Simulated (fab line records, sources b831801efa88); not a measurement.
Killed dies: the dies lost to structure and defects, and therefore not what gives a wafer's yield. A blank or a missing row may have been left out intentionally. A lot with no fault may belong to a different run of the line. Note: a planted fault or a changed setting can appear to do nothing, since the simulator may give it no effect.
What tool caused it? | flow sky130 | Sampling: 13 lots, 39 wafers, 4 of 708 route steps

== WHAT THE GAUGES READ, wafer by wafer ==
SKY_METAL4_OVL_MEAS_14.
lot  | measured     | on         | METAL4_OVL (nm)
L589 | day 41 23:47 | overlay-01 | -4 -3 0
L590 | day 41 23:58 | overlay-01 | 16 9 2
L591 | day 42 17:49 | overlay-02 | -4 2 0
L594 | day 42 21:18 | overlay-01 | 7 2 8
L593 | day 42 22:18 | overlay-01 | 2 -3 -4
L600 | day 44 03:50 | overlay-01 | 13 6 6
L602 | day 45 14:23 | overlay-02 | 2 -4 -1
L604 | day 46 04:31 | overlay-01 | 0 -2 5
L607 | day 46 11:42 | overlay-02 | -2 6 7
L608 | day 47 08:05 | overlay-02 | 4 3 2
L610 | day 47 10:42 | overlay-02 | 0 5 0
L611 | day 47 16:36 | overlay-02 | 0 3 2
L612 | day 47 18:31 | overlay-02 | -6 -4 -9

SKY_VIA4_BOW_MEAS_03.
lot  | measured     | on            | VIA4_BOW (um)
L589 | day 42 01:17 | film-metro-01 | 76 78 71
L590 | day 42 02:01 | film-metro-04 | 72 71 92
L591 | day 42 20:04 | film-metro-02 | 69 70 86
L594 | day 42 23:05 | film-metro-02 | 81 82 80
L593 | day 43 00:35 | film-metro-04 | 87 85 72
L600 | day 44 05:22 | film-metro-04 | 76 71 65
L602 | day 45 15:56 | film-metro-01 | 65 71 79
L604 | day 46 06:07 | film-metro-02 | 71 76 67
L607 | day 46 13:17 | film-metro-01 | 61 71 66
L608 | day 47 09:44 | film-metro-02 | 70 74 63
L610 | day 47 12:26 | film-metro-02 | 69 72 87
L611 | day 47 18:17 | film-metro-02 | 75 81 81
L612 | day 47 20:01 | film-metro-01 | 62 72 67

== WHAT TOOL EACH LOT RAN ON (gives the tool, then ch and the chambers of the sampled wafers, and finally the start) ==
lot  | SKY_METAL1_STRIP_21             | SKY_VIA4_CMP_02
L589 | wet-bench-03 ch 3, day 32 22:04 | cmp-01 ch 0,1, day 42 00:59
L590 | wet-bench-03 ch 1, day 32 23:37 | cmp-02 ch 0,1,2, day 42 01:47
L591 | wet-bench-03 ch 2, day 33 18:58 | cmp-02 ch 0,1,3, day 42 19:48
L594 | wet-bench-03 ch 0, day 33 21:45 | cmp-02 ch 0,1,3, day 42 22:46
L593 | wet-bench-04 ch 0, day 34 02:08 | cmp-02 ch 1,2, day 43 00:19
L600 | wet-bench-04 ch 3, day 35 17:01 | cmp-02 ch 0,1, day 44 05:04
L602 | wet-bench-04 ch 2, day 37 05:40 | cmp-01 ch 1,2,3, day 45 15:41
L604 | wet-bench-03 ch 0, day 38 02:13 | cmp-01 ch 0,2, day 46 05:47
L607 | wet-bench-04 ch 2, day 38 08:07 | cmp-01 ch 1,2, day 46 12:58
L608 | wet-bench-03 ch 1, day 39 08:37 | cmp-02 ch 0,1, day 47 09:26
L610 | wet-bench-04 ch 2, day 39 13:13 | cmp-01 ch 2,3, day 47 12:08
L611 | wet-bench-04 ch 3, day 39 16:26 | cmp-01 ch 0,1,3, day 47 17:58
L612 | wet-bench-03 ch 3, day 39 20:04 | cmp-02 ch 0,1,2, day 47 19:42
- SKY_METAL1_STRIP_21: strips in post etch residue remover, time 1200 s.
- SKY_VIA4_CMP_02: polishes SiO2.

== AS READ BY THE TOOLS THEMSELVES (means over the sampled wafers that have a number; for cases with no such wafer, the mark the record gives instead) ==
SKY_VIA4_CMP_02.
lot  | tool   | motor-current-A (A) | platen-rpm (rpm) | retaining-ring-pressure-frac
L589 | cmp-01 | 12.8                | 59.96            | 1.004
L590 | cmp-02 | 12.7                | 60.00            | 1.003
L591 | cmp-02 | 11.9                | 60.00            | 1.002
L594 | cmp-02 | 11.8                | 59.97            | 0.999
L593 | cmp-02 | 12.4                | 59.99            | 0.999
L600 | cmp-02 | 12.4                | 60.02            | 1.000
L602 | cmp-01 | 12.8                | 59.99            | 1.000
L604 | cmp-01 | 13.9                | 60.00            | 1.002
L607 | cmp-01 | 12.7                | 60.00            | 0.993
L608 | cmp-02 | 12.8                | 60.00            | 1.007
L610 | cmp-01 | 12.9                | 59.99            | 1.000
L611 | cmp-01 | 12.7                | 60.00            | 1.001
L612 | cmp-02 | 12.7                | 60.00            | 1.001

== THE ANSWER, worked out from the rows above alone ==
Rule: the lots themselves supply what counts as usual. The widest of any qualifying gaps counts: lots, ordered by their means at a reading, are off when they make up no more than a third of the lots, leave a main group of 4 or more, and stand apart from it by 3 or more times the standard deviation of that group's means. A main group is skipped when, at the precision printed for the reading in the tables above, its means are all equal. Also off: a lot with no number at a reading for which 4 or more lots have one. All remaining lots with rows at the step are treated as sound. Order of review: gauges by route order, followed by the tools' own readings, for which a lot's mean as printed above is used. The first step at which some lot is off is used, and at that step the reading that is off furthest; a lot without a number counts as furthest.
Across all readings shown, no lot is off: no conclusion can be drawn from this.

== WHAT THE SIMULATOR HAD INSERTED ==
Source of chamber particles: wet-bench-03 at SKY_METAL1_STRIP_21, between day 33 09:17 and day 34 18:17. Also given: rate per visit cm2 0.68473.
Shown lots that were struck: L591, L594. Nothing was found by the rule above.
